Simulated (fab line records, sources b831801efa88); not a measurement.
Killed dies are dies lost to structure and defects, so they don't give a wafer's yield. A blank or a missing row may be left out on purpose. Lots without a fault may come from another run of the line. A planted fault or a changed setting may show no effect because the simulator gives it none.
fab line records | flow sky130
record lots=13 wafers=39 last_day=50
route steps=708 shown FIELD_ISO@14 PWDE@52 PAD_OPEN@708
lots that met no fault: from a run of the same line without faults
start_h: hours from the record's first day to the start of the lot's first wafer shown | wait_h: hours since the lot's step before | " the same as in the row above | L1.1+2: a row that stands for several wafers | - no value, or no start given | * or withheld: withheld | < > ~ a bound
route shown NAME@n: a module of which the file shows steps, and the number in the route of the first | usual: mean/standard deviation of fault-free wafers | same: alike in all rows | chamber/n: place in a boat | sites: the reading at each site | _std_site: their standard deviation | _edge_site: outer sites' mean less inner sites' | radius_mm: how far each site lies from the wafer's centre | mask NAME#n: copy n | behind: the tool/chamber that last shaped the wafer | hold: why the lot was held/for how many hours/how that ended | device: the transistor (n, p or np) that didn't switch | end of line: the same wafers' tests at the end of the route | a step without rows: its recipe alone | killed: dies lost to structure and defects at the first sort, not the wafer's yield | map: a wafer's dies, x killed, . not, _ none there
set.NAME: the setting as run; set.NAME@STEP: as run at that earlier step | model.NAME: the simulator's own value behind a step, which no gauge read
steps of the route over a sample of lots; a table a step, a row a wafer
services: from which hour (start_h, from the record's first day; less than 0 if before it) a tool's chamber was out of use, for how many hours, and why
## steps
# step SKY_FIELD_ISO_CD_MEAS_13
# recipe target_cd_nm=150
# usual cd_nm=150.0/1.5
# columns lot.wafer tool chamber start_h wait_h cd_nm
L922.1 cd_sem-01 - 30.15 - 151.1
L922.2 " - " " 152.6
L922.5 " - " " 151.9
L923.1 cd_sem-01 - 38.81 - 148.9
L923.3 " - " " 149.2
L923.6 " - " " 148.3
L924.1 cd_sem-02 - 41.26 - 150.3
L924.3 " - " " 149.2
L924.4 " - " " 148.9
L925.2 cd_sem-01 - 45.88 - 151.2
L925.5 " - " " 149.0
L925.6 " - " " 149.7
L926.2 cd_sem-02 - 53.23 - 147.8
L926.3 " - " " 146.8
L926.4 " - " " 146.1
L928.3 cd_sem-01 - 61.25 - 149.7
L928.4 " - " " 148.8
L928.5 " - " " 152.4
L929.2 cd_sem-02 - 69.65 - 150.2
L929.3 " - " " 151.2
L929.6 " - " " 149.7
L930.2 cd_sem-02 - 73.33 - 149.1
L930.5 " - " " 147.2
L930.6 " - " " 149.7
L931.3 cd_sem-02 - 79.34 - 151.4
L931.4 " - " " 151.6
L931.6 " - " " 151.2
L932.1 cd_sem-01 - 82.08 - 146.7
L932.3 " - " " 148.0
L932.5 " - " " 148.3
L940.1 cd_sem-01 - 123.55 - 150.0
L940.4 " - " " 150.2
L940.6 " - " " 149.7
L942.2 cd_sem-01 - 133.02 - 152.0
L942.3 " - " " 151.4
L942.5 " - " " 151.8
L944.1 cd_sem-01 - 147.13 - 149.3
L944.2 " - " " 150.6
L944.6 " - " " 149.5
# step SKY_FIELD_ISO_ETCH_17
# recipe target_depth_a=3420 mask_material=Si3N4 chemistry=HBr/Cl2/O2 target=Si taper_deg=5 icp_w=600 bias_w=150 pressure_mtorr=15 HBr_flow_sccm=150 Cl2_flow_sccm=40 O2_flow_sccm=6 time_s=97.7
# usual HBr_flow_sccm=150.0/0.46 chamber_pressure_mTorr=15.000/0.013 drypump_motor_current_A=6.2/0.49 oes_product_au=1.009/0.012 run_length_s=126.44/0.3 throttle_valve_pct=25.649/0.011
# same time_s=97.7
# columns lot.wafer tool chamber start_h wait_h HBr_flow_sccm chamber_pressure_mTorr drypump_motor_current_A oes_product_au rf_hours_counter_h run_length_s throttle_valve_pct
L922.1 rie_si-02 2 30.47 0.1 150.1 14.981 6.0 0.997 44 126.65 25.665
L922.2 " 0 " " 150.1 14.990 6.4 0.998 1 126.58 25.645
L922.5 " 2 " " 149.7 14.969 6.0 0.991 - 125.99 25.669
L923.1 rie_si-02 3 39.13 0.1 150.3 15.004 6.7 1.010 1 126.39 25.657
L923.3 " 0 " " 150.5 15.009 6.4 0.998 1 126.29 25.642
L923.6 " 0 " " 150.7 15.022 6.4 1.012 - 126.35 25.670
L924.1 rie_si-01 1 41.58 0.1 149.8 15.013 6.6 1.004 43 126.18 25.655
L924.3 " 0 " " 149.9 15.000 6.5 1.001 2 126.51 25.645
L924.4 " 2 " " 150.5 15.003 5.2 1.013 46 126.95 25.647
L925.2 rie_si-02 1 46.18 0.1 149.9 14.988 5.7 1.007 148 126.12 25.653
L925.5 " 0 " " 150.4 14.985 6.4 1.000 - 126.58 25.653
L925.6 " 3 " " 150.7 15.011 6.8 1.004 - 126.38 25.647
L926.2 rie_si-01 3 53.53 0.1 150.1 15.006 5.9 1.033 63 126.43 25.645
L926.3 " 2 " " 149.6 14.997 5.2 1.022 46 127.03 25.663
L926.4 " 1 " " 150.1 14.997 6.6 1.012 43 126.39 25.647
L928.3 rie_si-02 0 61.53 0.0 150.0 15.013 6.4 1.019 1 126.69 25.645
L928.4 " 1 " " 150.3 14.998 5.8 1.012 148 126.14 25.661
L928.5 " 0 " " 150.5 15.000 6.4 1.007 - 126.40 25.658
L929.2 rie_si-01 0 69.95 0.1 150.0 15.015 6.5 1.016 2 126.29 25.640
L929.3 " 1 " " 149.8 14.990 6.6 1.011 43 126.22 25.651
L929.6 " 1 " " 149.7 15.006 6.6 1.014 - 127.04 25.649
L930.2 rie_si-01 0 73.63 0.1 150.8 15.012 6.5 1.008 2 127.04 25.628
L930.5 " 1 " " 151.3 15.026 6.6 1.019 - 126.67 25.643
L930.6 " 0 " " 150.0 15.009 6.5 1.009 - 126.42 25.659
L931.3 rie_si-01 0 79.62 0.0 150.5 14.985 6.5 0.998 2 126.23 25.662
L931.4 " 2 " " 149.8 14.982 5.2 1.009 47 126.46 25.651
L931.6 " 3 " " 149.5 15.002 5.9 1.025 - 126.39 25.649
L932.1 rie_si-02 3 82.40 0.1 150.4 15.028 6.7 1.006 1 126.55 25.635
L932.3 " 1 " " 149.2 14.969 5.7 1.008 149 126.53 25.646
L932.5 " 0 " " 150.4 15.008 6.4 1.016 - 126.34 25.641
L940.1 rie_si-01 2 123.87 0.1 150.4 14.983 5.2 1.008 47 126.89 25.626
L940.4 " 0 " " 150.9 15.002 6.5 1.005 2 126.36 25.658
L940.6 " 0 " " 150.2 14.995 6.5 1.015 - 126.39 25.639
L942.2 rie_si-02 0 133.37 0.1 150.4 14.990 6.4 1.006 2 126.49 25.639
L942.3 " 1 " " 150.1 15.014 5.8 1.017 0 126.12 25.625
L942.5 " 1 " " 150.0 15.005 5.8 1.015 - 126.08 25.648
L944.1 rie_si-02 2 147.45 0.1 150.3 14.996 5.9 0.988 45 126.45 25.672
L944.2 " 3 " " 150.2 14.982 6.7 1.019 2 126.14 25.636
L944.6 " 3 " " 150.3 15.008 6.7 1.009 - 126.78 25.666
# step SKY_FIELD_ISO_WET_ETCH_30
# recipe chemistry=dHF target_depth_nm=25 target=SiO2 dilution=10:1 temp_c=25 time_s=50
# usual run_length_s=76.8/2.2
# columns lot.wafer tool chamber start_h wait_h run_length_s
L922.1 wet_bench-04 1 35.66 0.0 74.8
L922.2 " 1 " " 74.8
L922.5 " 1 " " 74.8
L923.1 wet_bench-01 1 43.18 0.0 76.5
L923.3 " 1 " " 76.5
L923.6 " 1 " " 76.5
L924.1 wet_bench-01 3 46.04 0.0 74.8
L924.3 " 3 " " 74.8
L924.4 " 3 " " 74.8
L925.2 wet_bench-04 3 51.40 0.0 76.0
L925.5 " 3 " " 76.0
L925.6 " 3 " " 76.0
L926.2 wet_bench-04 2 58.79 0.0 76.0
L926.3 " 2 " " 76.0
L926.4 " 2 " " 76.0
L928.3 wet_bench-03 2 67.21 0.0 75.7
L928.4 " 2 " " 75.7
L928.5 " 2 " " 75.7
L929.2 wet_bench-03 2 74.58 0.1 77.5
L929.3 " 2 " " 77.5
L929.6 " 2 " " 77.5
L930.2 wet_bench-03 2 78.93 0.0 82.3
L930.5 " 2 " " 82.3
L930.6 " 2 " " 82.3
L931.3 wet_bench-04 2 85.61 0.0 75.9
L931.4 " 2 " " 75.9
L931.6 " 2 " " 75.9
L932.1 wet_bench-03 1 88.03 0.0 81.3
L932.3 " 1 " " 81.3
L932.5 " 1 " " 81.3
L940.1 wet_bench-03 1 136.78 0.0 74.3
L940.4 " 1 " " 74.3
L940.6 " 1 " " 74.3
L942.2 wet_bench-01 2 147.88 0.0 32.8
L942.3 " 2 " " 32.8
L942.5 " 2 " " 32.8
L944.1 wet_bench-03 2 162.08 0.0 82.6
L944.2 " 2 " " 82.6
L944.6 " 2 " " 82.6
# step SKY_PWDE_OVL_MEAS_07
# usual PWDE_OVL=-0.4/1.3
# columns lot.wafer tool chamber start_h wait_h PWDE_OVL[nm]
L922.1 overlay-01 - 69.45 - 0.2
L922.2 " - " " 0.8
L922.5 " - " " -0.2
L923.1 overlay-01 - 76.65 - 0.0
L923.3 " - " " 0.0
L923.6 " - " " 0.3
L924.1 overlay-01 - 79.98 - -1.8
L924.3 " - " " -0.5
L924.4 " - " " -1.0
L925.2 overlay-01 - 85.69 - -0.7
L925.5 " - " " 0.1
L925.6 " - " " 0.0
L926.2 overlay-01 - 95.34 - -3.2
L926.3 " - " " -2.0
L926.4 " - " " -1.4
L928.3 overlay-01 - 102.07 - -0.2
L928.4 " - " " 0.9
L928.5 " - " " -0.6
L929.2 overlay-02 - 110.19 - 0.1
L929.3 " - " " -0.8
L929.6 " - " " 0.2
L930.2 overlay-02 - 116.84 - 0.1
L930.5 " - " " -0.3
L930.6 " - " " -1.1
L931.3 overlay-02 - 125.14 - 0.8
L931.4 " - " " 2.5
L931.6 " - " " 1.2
L932.1 overlay-01 - 126.13 - -1.4
L932.3 " - " " 0.9
L932.5 " - " " 0.6
L940.1 overlay-02 - 177.48 - -2.2
L940.4 " - " " -1.1
L940.6 " - " " -0.1
L942.2 overlay-02 - 200.29 - -2.5
L942.3 " - " " -1.9
L942.5 " - " " -1.3
L944.1 overlay-01 - 210.70 - -0.5
L944.2 " - " " -0.4
L944.6 " - " " -0.4
# step SKY_PAD_OPEN_PROBE_99
# usual killed_at_M0_to_M3=42/6.6 killed_at_M4_up=3.1/1.9 killed_at_contacts=24/5.6 killed_at_front_end=15/4.8 killed_at_other=0.3/0.48 killed_dies=84/10 killed_on_rim=16/3.9 killed_open=47/6.8 killed_short=37/6.8
# same gross_dies=492 killed_at_back_side=0
# columns lot.wafer tool chamber start_h wait_h killed_at_M0_to_M3 killed_at_M4_up killed_at_contacts killed_at_front_end killed_at_other killed_dies killed_on_rim killed_open killed_short
L922.1 prober-01 - 1071.87 0.1 43 4 30 18 1 96 22 58 37
L922.2 prober-01 - 1071.92 0.1 26 2 21 9 0 58 15 38 20
L922.5 prober-01 - 1072.07 0.2 45 6 25 23 1 100 16 60 40
L923.1 prober-02 - 1083.00 0.1 37 5 27 11 2 82 14 46 36
L923.3 prober-02 - 1083.10 0.2 45 4 25 12 0 86 15 46 40
L923.6 prober-02 - 1083.25 0.2 48 3 21 18 0 90 18 52 38
L924.1 prober-01 - 1088.72 0.1 47 3 19 13 1 83 13 49 34
L924.3 prober-01 - 1088.82 0.2 42 2 28 21 0 93 8 50 43
L924.4 prober-01 - 1088.87 0.2 46 2 22 31 0 101 18 51 50
L925.2 prober-02 - 1092.10 0.1 41 3 20 9 1 74 10 46 28
L925.5 prober-02 - 1092.25 0.2 38 3 22 10 1 74 16 46 28
L925.6 prober-02 - 1092.30 0.2 35 3 31 7 1 77 16 44 33
L926.2 prober-01 - 1097.68 0.1 44 4 27 21 0 96 10 56 40
L926.3 prober-01 - 1097.73 0.2 44 3 24 19 0 90 19 61 29
L926.4 prober-01 - 1097.78 0.2 42 4 24 22 0 92 21 55 37
L928.3 prober-01 - 1109.58 0.2 53 1 33 20 0 107 14 68 39
L928.4 prober-01 - 1109.63 0.2 43 9 35 21 1 109 22 60 49
L928.5 prober-01 - 1109.68 0.2 54 1 23 22 1 101 18 57 44
L929.2 prober-02 - 1122.48 0.1 40 4 27 15 0 86 23 49 37
L929.3 prober-02 - 1122.53 0.2 33 10 17 20 0 80 12 41 39
L929.6 prober-02 - 1122.68 0.2 47 3 20 4 0 74 7 38 36
L930.2 prober-01 - 1126.58 0.1 44 7 26 12 1 90 17 46 44
L930.5 prober-01 - 1126.73 0.2 29 4 31 10 0 74 14 43 31
L930.6 prober-01 - 1126.78 0.2 35 6 24 15 0 80 9 46 34
L931.3 prober-02 - 1136.61 0.2 41 2 19 13 0 75 19 47 28
L931.4 prober-02 - 1136.66 0.2 35 2 28 17 0 82 17 40 42
L931.6 prober-02 - 1136.76 0.2 44 5 22 20 0 91 18 50 41
L932.1 prober-01 - 1137.80 0.1 49 3 20 10 0 82 17 52 30
L932.3 prober-01 - 1137.90 0.2 37 3 31 12 0 83 13 43 40
L932.5 prober-01 - 1138.00 0.2 31 8 19 15 0 73 19 44 29
L940.1 prober-01 - 1180.73 0.1 43 3 29 19 0 94 19 58 36
L940.4 prober-01 - 1180.88 0.2 44 2 27 9 0 82 9 41 41
L940.6 prober-01 - 1180.98 0.2 47 1 21 15 0 84 10 51 33
L942.2 prober-01 - 1197.82 0.1 36 1 30 16 1 84 20 45 39
L942.3 prober-01 - 1197.87 0.2 47 3 25 5 0 80 15 46 34
L942.5 prober-01 - 1197.97 0.2 42 2 19 8 1 72 12 39 33
L944.1 prober-01 - 1205.10 0.1 54 4 25 21 1 105 26 47 58
L944.2 prober-01 - 1205.15 0.1 58 3 35 11 0 107 25 59 47
L944.6 prober-01 - 1205.35 0.2 39 5 23 15 0 82 13 48 34
# killed by level:class
L922.1 CONTACT:geometric_particle:open=11 POLY_GATE:geometric_particle:open=9 LOCAL_INTERCONNECT:geometric_particle:short=9 VIA1:geometric_particle:open=9 VIA2:geometric_particle:open=8 METAL2:geometric_particle:short=7 LI_CONTACT:geometric_particle:open=7 METAL1:geometric_particle:short=4
L922.2 CONTACT:geometric_particle:open=11 VIA1:geometric_particle:open=6 VIA2:geometric_particle:open=5 VIA3:geometric_particle:open=5 LI_CONTACT:geometric_particle:open=4 LOCAL_INTERCONNECT:geometric_particle:short=4 POLY_GATE:geometric_particle:open=3 METAL2:geometric_particle:short=3
L922.5 VIA1:geometric_particle:open=12 CONTACT:geometric_particle:open=10 VIA2:geometric_particle:open=10 POLY_GATE:geometric_particle:open=8 FIELD_ISO:geometric_particle:short=6 LI_CONTACT:geometric_particle:open=6 VIA2:geometric_particle:short=5 POLY_GATE:geometric_particle:short=4
L923.1 CONTACT:geometric_particle:open=13 VIA1:geometric_particle:open=7 VIA2:geometric_particle:open=6 LI_CONTACT:geometric_particle:open=5 LOCAL_INTERCONNECT:geometric_particle:short=5 METAL1:geometric_particle:short=5 VIA1:geometric_particle:short=5 VIA3:geometric_particle:open=5
L923.3 CONTACT:geometric_particle:open=9 VIA1:geometric_particle:open=9 LI_CONTACT:geometric_particle:open=6 VIA3:geometric_particle:open=6 VIA1:geometric_particle:short=5 METAL2:geometric_particle:short=5 VIA2:geometric_particle:open=5 METAL3:geometric_particle:short=5
L923.6 VIA1:geometric_particle:open=11 CONTACT:geometric_particle:open=9 VIA2:geometric_particle:open=8 FIELD_ISO:geometric_particle:short=6 METAL1:geometric_particle:short=6 FIELD_ISO:geometric_particle:open=5 LI_CONTACT:geometric_particle:open=5 LOCAL_INTERCONNECT:geometric_particle:short=4
L924.1 VIA1:geometric_particle:open=10 METAL1:geometric_particle:short=8 VIA3:geometric_particle:open=8 POLY_GATE:geometric_particle:open=6 CONTACT:geometric_particle:open=6 LI_CONTACT:geometric_particle:open=5 CONTACT:geometric_particle:short=5 METAL2:geometric_particle:short=5
L924.3 LI_CONTACT:geometric_particle:open=10 CONTACT:geometric_particle:open=10 VIA1:geometric_particle:open=8 POLY_GATE:geometric_particle:short=6 VIA1:geometric_particle:short=6 VIA2:geometric_particle:open=6 LOCAL_INTERCONNECT:geometric_particle:short=5 METAL1:geometric_particle:short=5
L924.4 CONTACT:geometric_particle:open=10 FIELD_ISO:geometric_particle:open=9 VIA1:geometric_particle:open=8 VIA2:geometric_particle:short=8 VIA1:geometric_particle:short=6 VIA3:geometric_particle:open=6 FIELD_ISO:geometric_particle:short=5 POLY_GATE:geometric_particle:short=5
L925.2 VIA3:geometric_particle:open=9 CONTACT:geometric_particle:open=8 VIA1:geometric_particle:open=7 LOCAL_INTERCONNECT:geometric_particle:short=6 VIA2:geometric_particle:open=6 METAL2:geometric_particle:short=5 POLY_GATE:geometric_particle:open=4 LI_CONTACT:geometric_particle:open=3
L925.5 CONTACT:geometric_particle:open=10 VIA3:geometric_particle:open=10 LI_CONTACT:geometric_particle:open=8 VIA1:geometric_particle:open=7 METAL1:geometric_particle:short=5 FIELD_ISO:geometric_particle:short=4 METAL2:geometric_particle:short=4 LI_CONTACT:geometric_particle:short=3
L925.6 LI_CONTACT:geometric_particle:open=16 VIA2:geometric_particle:open=8 CONTACT:geometric_particle:open=6 LOCAL_INTERCONNECT:geometric_particle:short=5 METAL1:geometric_particle:short=4 VIA1:geometric_particle:short=3 VIA1:geometric_particle:open=3 METAL2:geometric_particle:short=3
L926.2 CONTACT:geometric_particle:open=12 VIA1:geometric_particle:open=11 VIA3:geometric_particle:open=6 POLY_GATE:geometric_particle:open=6 FIELD_ISO:geometric_particle:short=5 LI_CONTACT:geometric_particle:open=5 LOCAL_INTERCONNECT:geometric_particle:short=5 METAL1:geometric_particle:short=5
L926.3 LI_CONTACT:geometric_particle:open=12 VIA1:geometric_particle:open=9 VIA2:geometric_particle:open=9 POLY_GATE:geometric_particle:short=6 METAL2:geometric_particle:short=6 VIA3:geometric_particle:open=5 POLY_GATE:geometric_particle:open=4 SPACER:geometric_particle:open=4
L926.4 LI_CONTACT:geometric_particle:open=11 VIA1:geometric_particle:open=10 POLY_GATE:geometric_particle:short=7 VIA2:geometric_particle:open=6 VIA3:geometric_particle:open=6 FIELD_ISO:geometric_particle:open=5 POLY_GATE:geometric_particle:open=5 CONTACT:geometric_particle:open=5
L928.3 VIA3:geometric_particle:open=13 VIA2:geometric_particle:open=12 LI_CONTACT:geometric_particle:open=11 CONTACT:geometric_particle:open=10 VIA1:geometric_particle:open=8 FIELD_ISO:geometric_particle:open=5 CONTACT:geometric_particle:short=5 VIA1:geometric_particle:short=5
L928.4 CONTACT:geometric_particle:open=13 VIA1:geometric_particle:open=12 LI_CONTACT:geometric_particle:open=9 LOCAL_INTERCONNECT:geometric_particle:short=7 VIA2:geometric_particle:open=7 FIELD_ISO:geometric_particle:short=6 VIA1:geometric_particle:short=5 METAL4:geometric_particle:short=5
L928.5 VIA1:geometric_particle:open=14 VIA2:geometric_particle:open=9 VIA1:geometric_particle:short=8 METAL2:geometric_particle:short=8 POLY_GATE:geometric_particle:open=7 LI_CONTACT:geometric_particle:open=7 LOCAL_INTERCONNECT:geometric_particle:short=7 CONTACT:geometric_particle:open=6
L929.2 VIA1:geometric_particle:open=11 CONTACT:geometric_particle:short=8 VIA3:geometric_particle:open=8 LI_CONTACT:geometric_particle:open=6 CONTACT:geometric_particle:open=5 METAL2:geometric_particle:short=5 FIELD_ISO:geometric_particle:short=4 POLY_GATE:geometric_particle:open=4
L929.3 VIA1:geometric_particle:open=10 LI_CONTACT:geometric_particle:open=9 METAL4:geometric_particle:short=6 FIELD_ISO:geometric_particle:short=4 POLY_GATE:geometric_particle:short=4 POLY_GATE:geometric_particle:open=4 CONTACT:geometric_particle:open=4 VIA2:geometric_particle:open=4
L929.6 METAL1:geometric_particle:short=14 VIA1:geometric_particle:open=10 CONTACT:geometric_particle:open=9 VIA2:geometric_particle:open=8 LOCAL_INTERCONNECT:geometric_particle:short=4 VIA1:geometric_particle:short=4 METAL2:geometric_particle:short=4 VIA3:geometric_particle:open=4
L930.2 VIA1:geometric_particle:open=10 VIA2:geometric_particle:open=9 CONTACT:geometric_particle:open=7 VIA3:geometric_particle:open=7 LI_CONTACT:geometric_particle:open=6 LOCAL_INTERCONNECT:geometric_particle:short=6 CONTACT:geometric_particle:short=5 METAL1:geometric_particle:short=5
L930.5 CONTACT:geometric_particle:open=12 VIA1:geometric_particle:open=11 FIELD_ISO:geometric_particle:open=6 LI_CONTACT:geometric_particle:open=5 LOCAL_INTERCONNECT:geometric_particle:short=5 CONTACT:geometric_particle:short=5 VIA1:geometric_particle:short=5 METAL2:geometric_particle:short=4
L930.6 LI_CONTACT:geometric_particle:open=10 CONTACT:geometric_particle:open=9 VIA1:geometric_particle:open=7 POLY_GATE:geometric_particle:short=6 VIA2:geometric_particle:open=5 METAL4:geometric_particle:short=5 POLY_GATE:geometric_particle:open=4 METAL2:geometric_particle:open=4
L931.3 VIA1:geometric_particle:open=10 VIA2:geometric_particle:open=10 CONTACT:geometric_particle:open=8 METAL2:geometric_particle:short=6 FIELD_ISO:geometric_particle:open=4 LI_CONTACT:geometric_particle:open=4 CONTACT:geometric_particle:short=4 VIA3:geometric_particle:open=4
L931.4 CONTACT:geometric_particle:open=10 CONTACT:geometric_particle:short=8 VIA3:geometric_particle:open=7 FIELD_ISO:geometric_particle:open=6 METAL2:geometric_particle:short=6 FIELD_ISO:geometric_particle:short=5 LI_CONTACT:geometric_particle:open=5 VIA1:geometric_particle:short=5
L931.6 VIA1:geometric_particle:open=9 CONTACT:geometric_particle:open=8 VIA3:geometric_particle:open=8 FIELD_ISO:geometric_particle:open=7 METAL2:geometric_particle:short=7 METAL1:geometric_particle:short=6 FIELD_ISO:geometric_particle:short=5 LI_CONTACT:geometric_particle:open=4
L932.1 VIA1:geometric_particle:open=12 VIA3:geometric_particle:open=10 CONTACT:geometric_particle:open=9 METAL2:geometric_particle:short=8 LI_CONTACT:geometric_particle:open=5 CONTACT:geometric_particle:short=5 VIA2:geometric_particle:open=5 FIELD_ISO:geometric_particle:open=3
L932.3 CONTACT:geometric_particle:open=12 METAL1:geometric_particle:short=8 CONTACT:geometric_particle:short=8 VIA1:geometric_particle:open=7 LI_CONTACT:geometric_particle:open=5 VIA1:geometric_particle:short=4 VIA2:geometric_particle:open=4 VIA3:geometric_particle:open=4
L932.5 CONTACT:geometric_particle:open=8 VIA1:geometric_particle:open=8 LI_CONTACT:geometric_particle:open=7 METAL1:geometric_particle:short=6 VIA3:geometric_particle:open=6 FIELD_ISO:geometric_particle:short=5 METAL4:geometric_particle:short=5 FIELD_ISO:geometric_particle:open=4
L940.1 VIA1:geometric_particle:open=13 CONTACT:geometric_particle:open=10 VIA3:geometric_particle:open=7 FIELD_ISO:geometric_particle:open=5 LI_CONTACT:geometric_particle:short=5 LI_CONTACT:geometric_particle:open=5 LOCAL_INTERCONNECT:geometric_particle:short=5 VIA2:geometric_particle:open=5
L940.4 VIA3:geometric_particle:open=10 LOCAL_INTERCONNECT:geometric_particle:short=9 VIA1:geometric_particle:short=8 CONTACT:geometric_particle:open=7 VIA1:geometric_particle:open=7 VIA2:geometric_particle:open=6 CONTACT:geometric_particle:short=5 LI_CONTACT:geometric_particle:open=4
L940.6 VIA1:geometric_particle:open=13 LI_CONTACT:geometric_particle:open=11 VIA2:geometric_particle:open=10 METAL1:geometric_particle:short=6 FIELD_ISO:geometric_particle:short=5 LOCAL_INTERCONNECT:geometric_particle:short=4 VIA3:geometric_particle:open=4 POLY_CUT:geometric_particle:open=3
L942.2 CONTACT:geometric_particle:open=11 FIELD_ISO:geometric_particle:open=7 METAL1:geometric_particle:short=7 LOCAL_INTERCONNECT:geometric_particle:short=6 VIA2:geometric_particle:open=6 LI_CONTACT:geometric_particle:open=5 CONTACT:geometric_particle:short=5 VIA1:geometric_particle:open=5
L942.3 CONTACT:geometric_particle:open=9 VIA1:geometric_particle:short=9 VIA2:geometric_particle:open=8 VIA1:geometric_particle:open=7 VIA3:geometric_particle:open=7 LI_CONTACT:geometric_particle:open=6 METAL2:geometric_particle:short=5 CONTACT:geometric_particle:short=4
L942.5 CONTACT:geometric_particle:open=8 VIA2:geometric_particle:open=8 METAL1:geometric_particle:short=7 VIA1:geometric_particle:open=6 METAL2:geometric_particle:short=4 LOCAL_INTERCONNECT:geometric_particle:short=4 CONTACT:geometric_particle:short=4 VIA1:geometric_particle:short=4
L944.1 VIA1:geometric_particle:open=13 METAL2:geometric_particle:short=9 CONTACT:geometric_particle:short=7 FIELD_ISO:geometric_particle:short=6 VIA3:geometric_particle:short=6 VIA1:geometric_particle:short=6 VIA3:geometric_particle:open=6 VIA2:geometric_particle:open=5
L944.2 VIA1:geometric_particle:open=15 CONTACT:geometric_particle:open=12 VIA3:geometric_particle:open=10 METAL2:geometric_particle:short=9 LI_CONTACT:geometric_particle:open=7 CONTACT:geometric_particle:short=7 VIA2:geometric_particle:open=7 LOCAL_INTERCONNECT:geometric_particle:short=5
L944.6 VIA1:geometric_particle:open=10 VIA3:geometric_particle:open=8 CONTACT:geometric_particle:open=7 LI_CONTACT:geometric_particle:open=6 POLY_GATE:geometric_particle:short=5 VIA1:geometric_particle:short=4 CONTACT:geometric_particle:short=4 VIA2:geometric_particle:short=4
## services
# columns tool chamber start_h hours kind
rie_si-01 1 46.93 2.4 repair
rie_si-01 1 55.18 2.6 repair
rie_si-01 - 57.62 1.2 repair
wet_bench-01 - 69.97 11.4 repair
rie_si-02 1 87.62 - clean
rie_si-02 1 87.62 31.3 scheduled_down
rie_si-02 1 87.62 31.3 vent_cycle
rie_si-02 3 107.41 7.8 repair
rie_si-01 2 136.08 11.7 repair
rie_si-02 1 137.42 4.1 repair
rie_si-02 2 147.87 5.6 repair
## key
first_sign step=SKY_FIELD_ISO_WET_ETCH_30 reading=run_length_s direction=down sigmas=20 usual=* struck=*
effect none on later readings
met_at SKY_FIELD_ISO_WET_ETCH_30
struck_lots L942
struck_wafers L942.2,L942.3,L942.5
tester_left_out L942
not_acting_at SKY_FIELD_ISO_CD_MEAS_13,SKY_FIELD_ISO_ETCH_17,SKY_PWDE_OVL_MEAS_07
fault kind=process_parameter_drift tool=wet_bench-01 chamber=2 onset_h=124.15 steps=SKY_FIELD_ISO_WET_ETCH_30 channel=time_s offset=* shape=step end_h=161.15 acts_in=* stated=*
# tester_left_out: of these lots the tester's yield and bins aren't shown, on N5 and GAA mostly nor the transistor test; their killed dies are dies lost to structure and defects alone, not to doping, threshold or leakage, so they don't give the yield
